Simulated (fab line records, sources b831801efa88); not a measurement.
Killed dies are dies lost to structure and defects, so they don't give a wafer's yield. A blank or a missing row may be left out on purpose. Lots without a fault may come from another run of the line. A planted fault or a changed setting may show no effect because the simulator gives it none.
fab line records | flow sky130
record lots=5 wafers=15 last_day=49
route steps=708 shown CONTACT@412 METAL1@434
lots that met no fault: from a run of the same line without faults
start_h: hours from the record's first day to the start of the lot's first wafer shown | wait_h: hours since the lot's step before | " the same as in the row above | L1.1+2: a row that stands for several wafers | - no value, or no start given | * or withheld: withheld | < > ~ a bound
route shown NAME@n: a module of which the file shows steps, and the number in the route of the first | usual: mean/standard deviation of fault-free wafers | same: alike in all rows | chamber/n: place in a boat | sites: the reading at each site | _std_site: their standard deviation | _edge_site: outer sites' mean less inner sites' | radius_mm: how far each site lies from the wafer's centre | mask NAME#n: copy n | behind: the tool/chamber that last shaped the wafer | hold: why the lot was held/for how many hours/how that ended | device: the transistor (n, p or np) that didn't switch | end of line: the same wafers' tests at the end of the route | a step without rows: its recipe alone | killed: dies lost to structure and defects at the first sort, not the wafer's yield | map: a wafer's dies, x killed, . not, _ none there
set.NAME: the setting as run; set.NAME@STEP: as run at that earlier step | model.NAME: the simulator's own value behind a step, which no gauge read
lots at some steps of the route; a table a step, a row a wafer
services: from which hour (start_h, from the record's first day; less than 0 if before it) a tool's chamber was out of use, for how many hours, and why
## steps
# step SKY_CONTACT_DEHYDRATE_06
# recipe temp_c=200 time_s=60
# columns lot.wafer tool chamber start_h wait_h
L074.2+4+5 litho_track-03 0 733.69 13.4
L083.2+3+6 litho_track-03 0 798.59 12.5
L084.1+2+6 litho_track-03 0 808.66 12.3
L085.1+4+6 litho_track-02 0 812.81 12.8
L090.3+5+6 litho_track-02 0 845.46 12.5
# step SKY_CONTACT_HMDS_07
# recipe prime_time_s=60 prime_temp_c=120
# columns lot.wafer tool chamber start_h wait_h
L074.2+4+5 litho_track-03 0 733.84 0.1
L083.2+3+6 litho_track-03 0 798.74 0.1
L084.1+2+6 litho_track-03 0 808.81 0.1
L085.1+4+6 litho_track-02 0 812.96 0.1
L090.3+5+6 litho_track-02 0 845.61 0.1
# step SKY_CONTACT_COAT_08
# recipe resist=BARC temp_c=withheld time_s=withheld spin_rpm=3000 resist_thk_nm=60
# columns lot.wafer tool chamber start_h wait_h
L074.2+4+5 litho_track-03 0 733.99 0.1
L083.2+3+6 litho_track-03 0 798.89 0.1
L084.1+2+6 litho_track-03 0 808.96 0.1
L085.1+4+6 litho_track-02 0 813.11 0.1
L090.3+5+6 litho_track-02 0 845.76 0.1
# step SKY_CONTACT_COAT_09
# recipe resist=KrF-thick spin_rpm=3000 resist_thk_nm=450
# columns lot.wafer tool chamber start_h wait_h
L074.2+4+5 litho_track-03 0 - -
L083.2+3+6 litho_track-03 0 - -
L084.1+2+6 litho_track-03 0 - -
L085.1+4+6 litho_track-02 0 - -
L090.3+5+6 litho_track-02 0 - -
# step SKY_CONTACT_SOFTBAKE_10
# recipe temp_c=100 time_s=90 resist=KrF-thick
# columns lot.wafer tool chamber start_h wait_h
L074.2+4+5 litho_track-03 0 - -
L083.2+3+6 litho_track-03 0 - -
L084.1+2+6 litho_track-03 0 - -
L085.1+4+6 litho_track-02 0 - -
L090.3+5+6 litho_track-02 0 - -
# step SKY_CONTACT_EXPOSE_11
# recipe mask_id=CTM1 na=0.8 source_shape=annular sigma_inner=0.55 sigma_outer=0.85 target_cd_nm=170 dose_mj=38
# usual reticle_temp_C=22.99/0.11
# same sigma_inner=0.55
# columns lot.wafer tool chamber start_h wait_h mask reticle_temp_C
L074.2 krf_scanner-02 0 - - CTM1#0 22.97
L074.4 " 0 " " CTM1#0 23.28
L074.5 " 0 " " CTM1#0 23.16
L083.2 krf_scanner-02 0 - - CTM1#0 23.11
L083.3 " 0 " " CTM1#0 22.97
L083.6 " 0 " " CTM1#0 23.00
L084.1 krf_scanner-02 0 - - CTM1#0 22.89
L084.2 " 0 " " CTM1#0 22.84
L084.6 " 0 " " CTM1#0 22.91
L085.1 krf_scanner-02 0 - - CTM1#0 23.07
L085.4 " 0 " " CTM1#0 23.10
L085.6 " 0 " " CTM1#0 23.09
L090.3 krf_scanner-01 0 - - CTM1#0 23.10
L090.5 " 0 " " CTM1#0 22.93
L090.6 " 0 " " CTM1#0 23.15
# step SKY_CONTACT_PEB_12
# recipe peb_temp_c=withheld peb_time_s=withheld resist=KrF-thick
# columns lot.wafer tool chamber start_h wait_h
L074.2+4+5 litho_track-02 0 - -
L083.2+3+6 litho_track-01 0 - -
L084.1+2+6 litho_track-02 0 - -
L085.1+4+6 litho_track-02 0 - -
L090.3+5+6 litho_track-02 0 - -
# step SKY_CONTACT_DEVELOP_13
# recipe develop_time_s=60 resist=KrF-thick dev_temp_c=21
# usual developer_temp_C=21.00/0.12
# columns lot.wafer tool chamber start_h wait_h developer_temp_C
L074.2 litho_track-02 0 - - 21.00
L074.4 " 0 " " 20.87
L074.5 " 0 " " 20.96
L083.2 litho_track-01 0 - - 20.99
L083.3 " 0 " " 20.91
L083.6 " 0 " " 21.03
L084.1 litho_track-02 0 - - 21.11
L084.2 " 0 " " 21.14
L084.6 " 0 " " 21.10
L085.1 litho_track-02 0 - - 21.16
L085.4 " 0 " " 21.11
L085.6 " 0 " " 20.88
L090.3 litho_track-02 0 - - 21.13
L090.5 " 0 " " 21.05
L090.6 " 0 " " 21.12
# step SKY_CONTACT_CD_MEAS_14
# recipe target_cd_nm=170
# usual cd_nm=169.9/1.4
# columns lot.wafer tool chamber start_h wait_h cd_nm
L074.2 cd_sem-02 - 748.02 - 169.4
L074.4 " - " " 168.5
L074.5 " - " " 169.0
L083.2 cd_sem-01 - 812.76 - 171.0
L083.3 " - " " 170.7
L083.6 " - " " 170.8
L084.1 cd_sem-01 - 822.51 - 170.6
L084.2 " - " " 171.3
L084.6 " - " " 170.8
L085.1 cd_sem-01 - 825.81 - 170.4
L085.4 " - " " 171.6
L085.6 " - " " 170.1
L090.3 cd_sem-02 - 858.55 - 172.3
L090.5 " - " " 172.2
L090.6 " - " " 171.7
# step SKY_CONTACT_OVL_MEAS_15
# usual CONTACT_OVL=0/5.4
# columns lot.wafer tool chamber start_h wait_h CONTACT_OVL[nm]
L074.2 overlay-02 - 748.13 0.1 -8
L074.4 " - " " -1
L074.5 " - " " 9
L083.2 overlay-01 - 812.87 0.1 -6
L083.3 " - " " -6
L083.6 " - " " -5
L084.1 overlay-02 - 822.63 0.1 2
L084.2 " - " " 2
L084.6 " - " " 5
L085.1 overlay-01 - 825.93 0.1 -8
L085.4 " - " " -1
L085.6 " - " " 2
L090.3 overlay-02 - 858.64 0.1 6
L090.5 " - " " 5
L090.6 " - " " 2
# step SKY_CONTACT_ETCH_16
# recipe chemistry=N2/H2 target=BARC ion_energy_ev=200 source_w=500 bias_w=100 pressure_mtorr=30 n2_flow_sccm=100 h2_flow_sccm=200 stop_on=SiO2 time_s=45.9 target_depth_a=600
# usual drypump_motor_current_A=5.5/0.41 oes_product_au=0.855/0.0046 throttle_valve_pct=13.224/0.0096
# columns lot.wafer tool chamber start_h wait_h drypump_motor_current_A oes_product_au rf_hours_counter_h throttle_valve_pct
L074.2 rie_diel-03 0 748.16 0.0 4.8 0.851 2 13.212
L074.4 " 3 " " 6.1 0.861 40 13.206
L074.5 " 0 " " 4.9 0.853 - 13.237
L083.2 rie_diel-04 2 812.90 0.0 5.8 0.854 7 13.219
L083.3 " 3 " " 5.4 0.851 12 13.224
L083.6 " 0 " " 5.3 0.860 - 13.215
L084.1 rie_diel-03 3 822.66 0.0 6.1 0.858 1 13.228
L084.2 " 2 " " 5.0 0.859 21 13.227
L084.6 " 2 " " 5.0 0.856 - 13.232
L085.1 rie_diel-04 2 825.96 0.0 5.8 0.857 7 13.221
L085.4 " 1 " " 5.2 0.859 25 13.220
L085.6 " 3 " " 5.4 0.861 - 13.218
L090.3 rie_diel-01 0 858.66 0.0 5.8 0.849 19 13.247
L090.5 " 3 " " 5.4 0.852 - 13.230
L090.6 " 0 " " 5.8 0.860 - 13.216
# step SKY_CONTACT_ETCH_17
# recipe target=SiO2 chemistry=C4F8/O2/Ar stop_on=Si3N4 mask_material=KrF-thick source_w=1500 bias_w=1200 pressure_mtorr=40 c4f8_flow_sccm=withheld O2_flow_sccm=6 Ar_flow_sccm=300 time_s=withheld target_depth_a=3400
# usual oes_product_au=0.893/0.0049
# columns lot.wafer tool chamber start_h wait_h oes_product_au
L074.2 rie_diel-03 0 748.20 0.0 0.886
L074.4 " 3 " " 0.895
L074.5 " 0 " " 0.891
L083.2 rie_diel-04 2 812.94 0.0 0.891
L083.3 " 3 " " 0.898
L083.6 " 0 " " 0.883
L084.1 rie_diel-03 3 822.70 0.0 0.893
L084.2 " 2 " " 0.901
L084.6 " 2 " " 0.886
L085.1 rie_diel-04 2 826.00 0.0 0.885
L085.4 " 1 " " 0.899
L085.6 " 3 " " 0.895
L090.3 rie_diel-01 0 858.70 0.0 0.894
L090.5 " 3 " " 0.903
L090.6 " 0 " " 0.891
# step SKY_CONTACT_ETCH_18
# recipe target=Si3N4 chemistry=CHF3/O2 stop_on=TiN source_w=600 bias_w=200 pressure_mtorr=40 chf3_flow_sccm=50 O2_flow_sccm=5 time_s=39 target_depth_a=750
# usual drypump_motor_current_A=5.5/0.41 oes_product_au=0.853/0.0081 throttle_valve_pct=8.794/0.0091
# columns lot.wafer tool chamber start_h wait_h drypump_motor_current_A oes_product_au rf_hours_counter_h throttle_valve_pct
L074.2 rie_diel-03 0 - - 4.9 0.842 3 8.794
L074.4 " 3 " " 6.1 0.857 40 8.783
L074.5 " 0 " " 4.8 0.853 - 8.813
L083.2 rie_diel-04 2 - - 5.8 0.850 7 8.799
L083.3 " 3 " " 5.4 0.844 12 8.787
L083.6 " 0 " " 5.3 0.861 - 8.788
L084.1 rie_diel-03 3 - - 6.1 0.856 1 8.796
L084.2 " 2 " " 5.0 0.868 21 8.790
L084.6 " 2 " " 5.0 0.859 - 8.792
L085.1 rie_diel-04 2 - - 5.8 0.848 7 8.789
L085.4 " 1 " " 5.2 0.851 25 8.792
L085.6 " 3 " " 5.4 0.856 - 8.803
L090.3 rie_diel-01 0 - - 5.8 0.858 19 8.790
L090.5 " 3 " " 5.4 0.856 - 8.774
L090.6 " 0 " " 5.8 0.850 - 8.789
# step SKY_CONTACT_STRIP_19
# recipe chemistry=O2/N2 power_w=1400 pressure_mtorr=1500 platen_temp_c=withheld o2_flow_sccm=3000 n2_flow_sccm=300 overash_fraction=0.5
# usual drypump_motor_current_A=5.9/0.44 oes_product_au=0.381/0.005 strip_time_to_endpoint_s=3.63/0.032
# columns lot.wafer tool chamber start_h wait_h drypump_motor_current_A oes_product_au rf_hours_counter_h strip_time_to_endpoint_s
L074.2 plasma_asher-02 1 748.29 - 6.1 0.376 32 3.62
L074.4 " 1 " " 6.1 0.383 - 3.67
L074.5 " 1 " " 6.1 0.381 - 3.64
L083.2 plasma_asher-03 1 813.03 - 6.5 0.388 100 3.69
L083.3 " 0 " " 6.3 0.392 - 3.58
L083.6 " 1 " " 6.5 0.381 - 3.65
L084.1 plasma_asher-03 0 822.79 - 6.3 0.384 101 3.65
L084.2 " 1 " " 6.5 0.384 101 3.67
L084.6 " 1 " " 6.5 0.373 - 3.64
L085.1 plasma_asher-01 1 826.09 - 5.7 0.380 71 3.64
L085.4 " 1 " " 5.7 0.381 - 3.61
L085.6 " 0 " " 5.2 0.373 - 3.57
L090.3 plasma_asher-01 0 858.83 - 5.2 0.385 - 3.61
L090.5 " 1 " " 5.7 0.378 - 3.60
L090.6 " 0 " " 5.2 0.377 - 3.58
# step SKY_CONTACT_STRIP_20
# recipe chemistry=post_etch_residue_remover time_s=1200 temp_c=72.5
# columns lot.wafer tool chamber start_h wait_h
L074.2+4+5 wet_bench-03 0 748.39 0.1
L083.2+3+6 wet_bench-03 2 813.13 0.1
L084.1+2+6 wet_bench-03 2 822.89 0.1
L085.1+4+6 wet_bench-03 3 826.19 0.1
L090.3+5+6 wet_bench-03 0 858.89 0.0
# step SKY_CONTACT_CLEAN_21
# recipe chemistry=IPA time_s=180 temp_c=25
# columns lot.wafer tool chamber start_h wait_h
L074.2+4+5 wet_bench-01 1 748.73 0.0
L083.2+3+6 wet_bench-02 1 813.47 0.0
L084.1+2+6 wet_bench-01 2 823.24 0.0
L085.1+4+6 wet_bench-01 3 826.54 0.0
L090.3+5+6 wet_bench-01 1 859.24 0.0
# step SKY_CONTACT_CLEAN_22
# recipe chemistry=O3/DIW dry=n2_spin
# columns lot.wafer tool chamber start_h wait_h
L074.2+4+5 wet_bench-02 1 748.79 0.0
L083.2+3+6 wet_bench-01 0 813.53 0.0
L084.1+2+6 wet_bench-03 1 823.30 0.0
L085.1+4+6 wet_bench-02 3 826.67 0.0
L090.3+5+6 wet_bench-03 2 859.29 0.0
# step SKY_CONTACT_SPUTTER_23
# recipe material=TiN target_thk_nm=20 chamber_pressure_pa=5 power_w=4000 time_s=80
# usual throttle_valve_pct=29.8/1.2
# columns lot.wafer tool chamber start_h wait_h throttle_valve_pct
L074.2 pvd_sputter-02 - 748.88 0.0 30.8
L074.4 " - " " 31.5
L074.5 " - " " 31.3
L083.2 pvd_sputter-04 - 813.64 0.0 30.7
L083.3 " - " " 30.0
L083.6 " - " " 28.5
L084.1 pvd_sputter-04 - 823.39 0.0 30.5
L084.2 " - " " 30.2
L084.6 " - " " 28.1
L085.1 pvd_sputter-01 - 826.77 0.0 28.5
L085.4 " - " " 27.9
L085.6 " - " " 31.5
L090.3 pvd_sputter-04 - 859.39 0.0 30.3
L090.5 " - " " 30.3
L090.6 " - " " 30.3
# step SKY_CONTACT_CVD_24
# recipe material=W target_thk_nm=340 time_s=102.12 temp_c=400 pressure_torr=40
# usual heater_power_w=930/83 susceptor_temp_C=400.01/0.21
# columns lot.wafer tool chamber start_h wait_h heater_power_w susceptor_temp_C
L074.2 cvd_w-01 0 748.95 0.0 1007 400.01
L074.4 " 1 " " 841 400.31
L074.5 " 1 " " 845 400.06
L083.2 cvd_w-01 0 813.70 0.0 1036 400.10
L083.3 " 0 " " 1021 400.16
L083.6 " 1 " " 872 399.89
L084.1 cvd_w-01 1 823.45 0.0 853 400.44
L084.2 " 0 " " 1029 400.00
L084.6 " 1 " " 863 400.45
L085.1 cvd_w-01 1 826.83 0.0 864 399.72
L085.4 " 0 " " 1075 399.62
L085.6 " 0 " " 1037 399.91
L090.3 cvd_w-01 1 859.48 0.1 826 399.70
L090.5 " 0 " " 1027 400.20
L090.6 " 1 " " 838 400.18
# step SKY_CONTACT_RS_MEAS_25
# recipe thk_meas_gauge=four-point-probe reads=W_of_CONTACT_CVD_24+TiN_of_CONTACT_SPUTTER_23
# usual CONTACT_W_RS=0.341/0.0039
# columns lot.wafer tool chamber start_h wait_h CONTACT_W_RS[ohm/sq]
L074.2 film_metro-04 - 749.08 0.1 0.338
L074.4 " - " " 0.335
L074.5 " - " " 0.336
L083.2 film_metro-03 - 813.83 0.1 0.340
L083.3 " - " " 0.341
L083.6 " - " " 0.337
L084.1 film_metro-03 - 823.56 0.1 0.337
L084.2 " - " " 0.339
L084.6 " - " " 0.338
L085.1 film_metro-03 - 826.94 0.1 0.338
L085.4 " - " " 0.343
L085.6 " - " " 0.343
L090.3 film_metro-03 - 859.60 0.1 0.335
L090.5 " - " " 0.339
L090.6 " - " " 0.337
# step SKY_CONTACT_THK_MEAS_26
# recipe thk_meas_gauge=xrf reads=W_of_CONTACT_CVD_24
# usual CONTACT_W_THK=355/6.3
# columns lot.wafer tool chamber start_h wait_h CONTACT_W_THK[nm]
L074.2 film_metro-04 - 749.19 0.1 356
L074.4 " - " " 355
L074.5 " - " " 354
L083.2 film_metro-03 - 813.94 0.1 358
L083.3 " - " " 356
L083.6 " - " " 363
L084.1 film_metro-03 - 823.68 0.1 363
L084.2 " - " " 360
L084.6 " - " " 362
L085.1 film_metro-03 - 827.06 0.1 364
L085.4 " - " " 358
L085.6 " - " " 358
L090.3 film_metro-03 - 859.70 0.1 361
L090.5 " - " " 356
L090.6 " - " " 359
# step SKY_CONTACT_CMP_27
# recipe stop_on=SiO2 t_overpolish_s=15 down_force_psi=3.5 platen_rpm=60 target_thk_nm=0 pad_velocity_m_s=0.94248
# usual edge_zone_pressure_frac=1.000/0.0052 motor_current_A=11.1/1.1 overpolish_run_s=14.999/0.0087 platen_rpm=60.00/0.045 retaining_ring_pressure_frac=1.000/0.0055 time_to_endpoint_s=84/5.4
# columns lot.wafer tool chamber start_h wait_h edge_zone_pressure_frac motor_current_A overpolish_run_s platen_rpm retaining_ring_pressure_frac time_to_endpoint_s
L074.4 cmp-01 0 749.24 0.0 1.001 11.6 15.006 59.97 1.003 85
L074.2 " 3 " " 1.003 12.0 15.002 60.08 1.001 74
L074.5 " 1 " " 0.993 11.4 15.010 60.11 0.998 83
L083.3 cmp-02 2 813.99 0.0 1.004 10.2 15.010 59.98 0.998 87
L083.2 " 1 " " 1.000 10.7 15.006 60.08 0.993 81
L083.6 " 2 " " 1.000 10.2 15.005 60.01 0.992 93
L084.1 cmp-02 3 823.79 0.1 0.993 9.2 14.996 59.93 0.991 85
L084.2 " 0 " " 1.001 12.1 15.014 60.06 1.003 78
L084.6 " 2 " " 1.006 10.1 15.002 60.01 1.001 88
L085.4 cmp-02 1 827.17 0.1 0.998 11.0 14.996 59.96 0.994 82
L085.1 " 2 " " 1.001 9.8 15.012 60.04 1.002 89
L085.6 " 1 " " 1.000 11.3 14.993 60.01 0.999 82
L090.3 cmp-02 2 859.84 0.1 1.000 9.8 14.995 60.00 1.009 91
L090.6 " 0 " " 1.003 12.5 15.004 59.98 0.999 76
L090.5 " 1 " " 0.997 11.4 15.008 59.97 1.002 80
# step SKY_METAL1_SPUTTER_00
# recipe material=Ti target_thk_nm=15 power_w=3000 time_s=10 chamber_pressure_pa=0.4
# usual throttle_valve_pct=29.7/1.2
# columns lot.wafer tool chamber start_h wait_h throttle_valve_pct
L074.2 pvd_sputter-03 - 749.54 0.1 29.5
L074.4 " - " " 31.3
L074.5 " - " " 31.3
L083.2 pvd_sputter-03 - 814.29 0.1 28.9
L083.3 " - " " 29.3
L083.6 " - " " 29.6
L084.1 pvd_sputter-02 - 824.04 0.2 29.1
L084.2 " - " " 31.5
L084.6 " - " " 31.7
L085.1 pvd_sputter-02 - 827.42 0.1 31.3
L085.4 " - " " 30.1
L085.6 " - " " 30.4
L090.3 pvd_sputter-02 - 860.04 0.1 30.2
L090.5 " - " " 28.8
L090.6 " - " " 31.2
# step SKY_METAL1_SPUTTER_01
# recipe material=TiN target_thk_nm=20 power_w=6500 time_s=16.7 chamber_pressure_pa=0.4
# usual throttle_valve_pct=29.7/1.1
# columns lot.wafer tool chamber start_h wait_h throttle_valve_pct
L074.2 pvd_sputter-03 - 749.56 0.0 30.1
L074.4 " - " " 31.3
L074.5 " - " " 31.4
L083.2 pvd_sputter-03 - 814.31 0.0 29.2
L083.3 " - " " 29.6
L083.6 " - " " 29.9
L084.1 pvd_sputter-02 - 824.06 0.0 28.9
L084.2 " - " " 31.1
L084.6 " - " " 31.5
L085.1 pvd_sputter-02 - 827.44 0.0 31.2
L085.4 " - " " 30.3
L085.6 " - " " 30.3
L090.3 pvd_sputter-02 - 860.06 0.0 30.4
L090.5 " - " " 28.8
L090.6 " - " " 31.5
# step SKY_METAL1_SPUTTER_02
# recipe material=AlCu target_thk_nm=250 power_w=10600 time_s=13.3 chamber_pressure_pa=0.4
# usual throttle_valve_pct=29.7/1.2
# columns lot.wafer tool chamber start_h wait_h throttle_valve_pct
L074.2 pvd_sputter-03 - 749.58 0.0 29.7
L074.4 " - " " 31.4
L074.5 " - " " 31.2
L083.2 pvd_sputter-03 - 814.34 0.0 29.3
L083.3 " - " " 29.5
L083.6 " - " " 29.7
L084.1 pvd_sputter-02 - 824.09 0.0 28.7
L084.2 " - " " 31.6
L084.6 " - " " 31.3
L085.1 pvd_sputter-02 - 827.47 0.0 31.4
L085.4 " - " " 30.2
L085.6 " - " " 30.3
L090.3 pvd_sputter-02 - 860.08 0.0 30.2
L090.5 " - " " 28.7
L090.6 " - " " 31.4
# step SKY_METAL1_SPUTTER_03
# recipe material=Ti target_thk_nm=5 power_w=3000 time_s=3.3 chamber_pressure_pa=0.4
# usual throttle_valve_pct=29.7/1.2
# columns lot.wafer tool chamber start_h wait_h throttle_valve_pct
L074.2 pvd_sputter-03 - 749.61 0.0 29.8
L074.4 " - " " 31.5
L074.5 " - " " 31.1
L083.2 pvd_sputter-03 - 814.36 0.0 28.8
L083.3 " - " " 29.3
L083.6 " - " " 29.7
L084.1 pvd_sputter-02 - 824.11 0.0 28.8
L084.2 " - " " 32.0
L084.6 " - " " 31.5
L085.1 pvd_sputter-02 - 827.49 0.0 31.4
L085.4 " - " " 30.2
L085.6 " - " " 30.3
L090.3 pvd_sputter-02 - 860.11 0.0 30.2
L090.5 " - " " 28.9
L090.6 " - " " 31.2
# step SKY_METAL1_SPUTTER_04
# recipe material=TiN target_thk_nm=70 power_w=6500 time_s=58.3 chamber_pressure_pa=0.4
# usual throttle_valve_pct=29.7/1.2
# columns lot.wafer tool chamber start_h wait_h throttle_valve_pct
L074.2 pvd_sputter-03 - 749.63 0.0 30.1
L074.4 " - " " 31.3
L074.5 " - " " 31.3
L083.2 pvd_sputter-03 - 814.38 0.0 28.9
L083.3 " - " " 29.4
L083.6 " - " " 29.9
L084.1 pvd_sputter-02 - 824.13 0.0 28.7
L084.2 " - " " 31.6
L084.6 " - " " 31.5
L085.1 pvd_sputter-02 - 827.51 0.0 31.3
L085.4 " - " " 30.3
L085.6 " - " " 30.0
L090.3 pvd_sputter-02 - 860.13 0.0 30.2
L090.5 " - " " 28.7
L090.6 " - " " 31.1
# step SKY_METAL1_RS_MEAS_05
# recipe thk_meas_gauge=four-point-probe reads=TiN_of_METAL1_SPUTTER_04+Ti_of_METAL1_SPUTTER_03+AlCu_of_METAL1_SPUTTER_02+TiN_of_METAL1_SPUTTER_01+Ti_of_METAL1_SPUTTER_00
# usual METAL1_ALCU_RS=0.1274/0.002
# columns lot.wafer tool chamber start_h wait_h METAL1_ALCU_RS[ohm/sq]
L074.2 film_metro-01 - 749.70 0.0 0.1277
L074.4 " - " " 0.1251
L074.5 " - " " 0.1246
L083.2 film_metro-01 - 814.45 0.0 0.1295
L083.3 " - " " 0.1288
L083.6 " - " " 0.1288
L084.1 film_metro-02 - 824.18 0.0 0.1273
L084.2 " - " " 0.1259
L084.6 " - " " 0.1258
L085.1 film_metro-02 - 827.56 0.0 0.1239
L085.4 " - " " 0.1254
L085.6 " - " " 0.1246
L090.3 film_metro-01 - 860.22 0.1 0.1257
L090.5 " - " " 0.1294
L090.6 " - " " 0.1266
# step SKY_METAL1_THK_MEAS_06
# recipe thk_meas_gauge=xrf reads=AlCu_of_METAL1_SPUTTER_02
# usual METAL1_ALCU_THK=248/4.6
# columns lot.wafer tool chamber start_h wait_h METAL1_ALCU_THK[nm]
L074.2 film_metro-01 - 749.81 0.1 249
L074.4 " - " " 254
L074.5 " - " " 251
L083.2 film_metro-01 - 814.56 0.1 243
L083.3 " - " " 245
L083.6 " - " " 246
L084.1 film_metro-02 - 824.30 0.1 250
L084.2 " - " " 253
L084.6 " - " " 251
L085.1 film_metro-02 - 827.68 0.1 257
L085.4 " - " " 255
L085.6 " - " " 257
L090.3 film_metro-01 - 860.32 0.1 251
L090.5 " - " " 244
L090.6 " - " " 250
# step SKY_METAL1_DEHYDRATE_07
# recipe temp_c=200 time_s=60
# columns lot.wafer tool chamber start_h wait_h
L074.2+4+5 litho_track-03 0 762.89 13.1
L083.2+3+6 litho_track-04 0 826.55 12.0
L084.1+2+6 litho_track-03 0 836.81 12.5
L085.1+4+6 litho_track-04 0 840.67 13.0
L090.3+5+6 litho_track-03 0 872.71 12.4
# step SKY_METAL1_HMDS_08
# recipe prime_time_s=60 prime_temp_c=120
# columns lot.wafer tool chamber start_h wait_h
L074.2+4+5 litho_track-03 0 763.04 0.1
L083.2+3+6 litho_track-04 0 826.70 0.1
L084.1+2+6 litho_track-03 0 836.96 0.1
L085.1+4+6 litho_track-04 0 840.82 0.1
L090.3+5+6 litho_track-03 0 872.86 0.1
# step SKY_METAL1_COAT_09
# recipe resist=BARC temp_c=withheld time_s=withheld spin_rpm=3000 resist_thk_nm=60
# columns lot.wafer tool chamber start_h wait_h
L074.2+4+5 litho_track-03 0 763.19 0.1
L083.2+3+6 litho_track-04 0 826.85 0.1
L084.1+2+6 litho_track-03 0 837.11 0.1
L085.1+4+6 litho_track-04 0 840.97 0.1
L090.3+5+6 litho_track-03 0 873.01 0.1
# step SKY_METAL1_COAT_10
# recipe resist=KrF-thick spin_rpm=3000 resist_thk_nm=450
# columns lot.wafer tool chamber start_h wait_h
L074.2+4+5 litho_track-03 0 - -
L083.2+3+6 litho_track-04 0 - -
L084.1+2+6 litho_track-03 0 - -
L085.1+4+6 litho_track-04 0 - -
L090.3+5+6 litho_track-03 0 - -
# step SKY_METAL1_SOFTBAKE_11
# recipe temp_c=100 time_s=90 resist=KrF-thick
# columns lot.wafer tool chamber start_h wait_h
L074.2+4+5 litho_track-03 0 - -
L083.2+3+6 litho_track-04 0 - -
L084.1+2+6 litho_track-03 0 - -
L085.1+4+6 litho_track-04 0 - -
L090.3+5+6 litho_track-03 0 - -
# step SKY_METAL1_EXPOSE_12
# recipe mask_id=MM1 na=0.8 source_shape=annular sigma_inner=0.55 sigma_outer=0.85 target_cd_nm=140 dose_mj=28
# usual reticle_temp_C=23.00/0.095
# same sigma_inner=0.55
# columns lot.wafer tool chamber start_h wait_h mask reticle_temp_C
L074.2 krf_scanner-01 0 - - MM1#0 23.09
L074.4 " 0 " " MM1#0 22.95
L074.5 " 0 " " MM1#0 23.17
L083.2 krf_scanner-02 0 - - MM1#0 23.02
L083.3 " 0 " " MM1#0 23.00
L083.6 " 0 " " MM1#0 22.98
L084.1 krf_scanner-02 0 - - MM1#0 22.93
L084.2 " 0 " " MM1#0 23.02
L084.6 " 0 " " MM1#0 23.12
L085.1 krf_scanner-01 0 - - MM1#0 23.01
L085.4 " 0 " " MM1#0 22.76
L085.6 " 0 " " MM1#0 22.97
L090.3 krf_scanner-02 0 - - MM1#0 22.75
L090.5 " 0 " " MM1#0 22.88
L090.6 " 0 " " MM1#0 23.01
# step SKY_METAL1_PEB_13
# recipe peb_temp_c=withheld peb_time_s=withheld resist=KrF-thick
# columns lot.wafer tool chamber start_h wait_h
L074.2+4+5 litho_track-03 0 - -
L083.2+3+6 litho_track-03 0 - -
L084.1+2+6 litho_track-03 0 - -
L085.1+4+6 litho_track-03 0 - -
L090.3+5+6 litho_track-04 0 - -
# step SKY_METAL1_DEVELOP_14
# recipe develop_time_s=60 resist=KrF-thick dev_temp_c=21
# usual developer_temp_C=21.01/0.11
# columns lot.wafer tool chamber start_h wait_h developer_temp_C
L074.2 litho_track-03 0 - - 20.89
L074.4 " 0 " " 20.82
L074.5 " 0 " " 21.00
L083.2 litho_track-03 0 - - 21.17
L083.3 " 0 " " 21.05
L083.6 " 0 " " 21.20
L084.1 litho_track-03 0 - - 21.19
L084.2 " 0 " " 21.04
L084.6 " 0 " " 21.14
L085.1 litho_track-03 0 - - 21.00
L085.4 " 0 " " 21.11
L085.6 " 0 " " 20.87
L090.3 litho_track-04 0 - - 21.32
L090.5 " 0 " " 21.10
L090.6 " 0 " " 21.13
# step SKY_METAL1_CD_MEAS_15
# recipe target_cd_nm=140
# usual cd_nm=140.0/1.7
# columns lot.wafer tool chamber start_h wait_h cd_nm
L074.2 cd_sem-02 - 776.93 - 138.9
L074.4 " - " " 140.2
L074.5 " - " " 140.1
L083.2 cd_sem-01 - 840.78 - 140.9
L083.3 " - " " 139.4
L083.6 " - " " 138.7
L084.1 cd_sem-01 - 850.81 - 137.5
L084.2 " - " " 138.3
L084.6 " - " " 140.8
L085.1 cd_sem-01 - 854.41 - 140.6
L085.4 " - " " 138.9
L085.6 " - " " 138.9
L090.3 cd_sem-01 - 885.66 - 140.5
L090.5 " - " " 140.4
L090.6 " - " " 141.5
# step SKY_METAL1_OVL_MEAS_16
# usual METAL1_OVL=1/4.7
# columns lot.wafer tool chamber start_h wait_h METAL1_OVL[nm]
L074.2 overlay-01 - 777.04 0.1 -2
L074.4 " - " " -3
L074.5 " - " " -2
L083.2 overlay-01 - 840.89 0.1 4
L083.3 " - " " 8
L083.6 " - " " -1
L084.1 overlay-01 - 850.93 0.1 -7
L084.2 " - " " 7
L084.6 " - " " 2
L085.1 overlay-01 - 854.53 0.1 0
L085.4 " - " " -4
L085.6 " - " " -1
L090.3 overlay-02 - 885.76 0.1 -6
L090.5 " - " " -4
L090.6 " - " " 7
## services
# columns tool chamber start_h hours kind
cvd_w-01 0 729.98 13.1 repair
cmp-02 - 733.73 2.4 repair
wet_bench-01 - 741.81 1.5 repair
cvd_w-01 - 743.38 1.3 repair
wet_bench-01 - 750.10 11.1 repair
rie_diel-04 2 756.16 1.8 repair
rie_diel-04 - 757.58 0.4 repair
rie_diel-04 - 770.70 2.8 pm
krf_scanner-02 - 777.37 0.8 pm
krf_scanner-02 - 778.99 1.4 repair
rie_diel-04 3 784.85 5.1 repair
cvd_w-01 - 814.51 0.9 repair
pvd_sputter-03 - 835.46 3.0 repair
rie_diel-03 - 836.84 0.4 repair
krf_scanner-02 - 843.87 15.7 repair
pvd_sputter-03 - 855.34 1.8 repair
krf_scanner-02 - 859.60 3.6 pm
rie_diel-03 - 861.77 1.4 repair
krf_scanner-02 - 863.15 1.0 pm
krf_scanner-02 - 864.15 1.3 pm
krf_scanner-02 - 865.45 0.8 pm
cvd_w-01 - 871.28 0.7 repair
cvd_w-01 - 877.99 6.9 pm
krf_scanner-02 - 884.87 0.3 repair
## key
fault none
